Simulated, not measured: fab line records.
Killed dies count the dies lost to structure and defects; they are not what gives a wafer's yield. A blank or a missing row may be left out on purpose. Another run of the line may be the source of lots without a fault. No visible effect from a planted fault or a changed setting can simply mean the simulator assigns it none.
A single fault, viewed from 2 desks + flow gf180mcu + each desk holds nothing but its own numbers, with what lay behind them at the end

FROM THE METROLOGY DESK
Lot by lot, what the gauges showed, no matter which tool ran the lot: averages of those sampled wafers that carry a number. Marked OUT: a lot whose mean sits more than 4 standard deviations from the usual mean, which makes it out of limits; the brackets give that distance.
Columns: A = MVSD_RS at GF_VT_IMPLANT_RS_MEAS_46, usual 456.8 ohm/sq; B = V2_OVL at GF_V2_OVL_MEAS_15, usual -2 nm
| lot  | first seen here | A               | B  |
|------|-----------------|-----------------|----|
| L790 | day 7 20:11     | 455.9           | -4 |
| L791 | day 7 23:17     | 457.0           | -5 |
| L792 | day 8 06:58     | 456.6           | -1 |
| L794 | day 8 22:34     | 455.7           | 5  |
| L796 | day 9 11:23     | 457.0           | -3 |
| L799 | day 10 07:47    | 457.5           | 6  |
| L800 | day 10 16:04    | 456.1           | -2 |
| L802 | day 11 06:48    | 456.1           | -0 |
| L805 | day 12 01:56    | 456.2           | -3 |
| L806 | day 12 06:53    | 486.7 (+30) OUT | 3  |
| L807 | day 12 12:23    | 457.1           | -0 |
| L811 | day 13 17:39    | 484.2 (+27) OUT | -6 |
| L812 | day 14 03:11    | 457.7           | 6  |
This desk reports L806, L811 out of limits; the earliest was L806 at day 12 06:53 (MVSD_RS at GF_VT_IMPLANT_RS_MEAS_46). Within limits: L790, L791, L792, L794, L796, L799, L800, L802, L805, L807, L812.

DESK OF THE TOOL OWNER: implanter-03
The tool's own readings at GF_MVSD_IMPLANT_09, given as means over the sampled wafers that have a number, one for each lot that went through this tool. Marked OUT: a lot whose mean sits more than 4 standard deviations from the usual mean, which makes it out of limits; the brackets give that distance.
Columns: A = beam-on-s at GF_MVSD_IMPLANT_09, usual 10.00 s; B = dose-ions-cm2 at GF_MVSD_IMPLANT_09, usual 5e+12; C = faraday-current-uA at GF_MVSD_IMPLANT_09, usual 28.2
| lot  | first seen here | A     | B                       | C              |
|------|-----------------|-------|-------------------------|----------------|
| L790 | day 4 16:22     | 9.87  | 5e+12                   | 28.6           |
| L799 | day 6 21:38     | 9.72  | 5e+12                   | 28.9           |
| L800 | day 7 03:15     | 9.99  | 5e+12                   | 28.3           |
| L806 | day 8 12:26     | 9.93  | 3e+12 (-99 or more) OUT | 18.6 (-16) OUT |
| L811 | day 9 17:48     | 10.17 | 3e+12 (-99 or more) OUT | 18.1 (-17) OUT |
This desk finds L806, L811 out of limits, L806 being first, at day 8 12:26 (dose-ions-cm2 at GF_MVSD_IMPLANT_09). Within limits: L790, L799, L800.

BROUGHT TOGETHER
An alarm could have come from the tool owner's desk at day 8 12:26, on L806, L811.
At day 12 06:53 the metrology desk could have sounded an alarm, on L806, L811.
The lots listed all ran GF_MVSD_IMPLANT_09 on implanter-03.

WHAT WAS PUT IN BY THE SIMULATOR
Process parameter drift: implanter-03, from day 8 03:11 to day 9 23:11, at GF_MVSD_IMPLANT_09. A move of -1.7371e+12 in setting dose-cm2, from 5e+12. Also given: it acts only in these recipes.
Struck lots among those shown: L806, L811.
Fault start to first reading out of limits, in hours, per desk: tool owner, 9; metrology, 100.
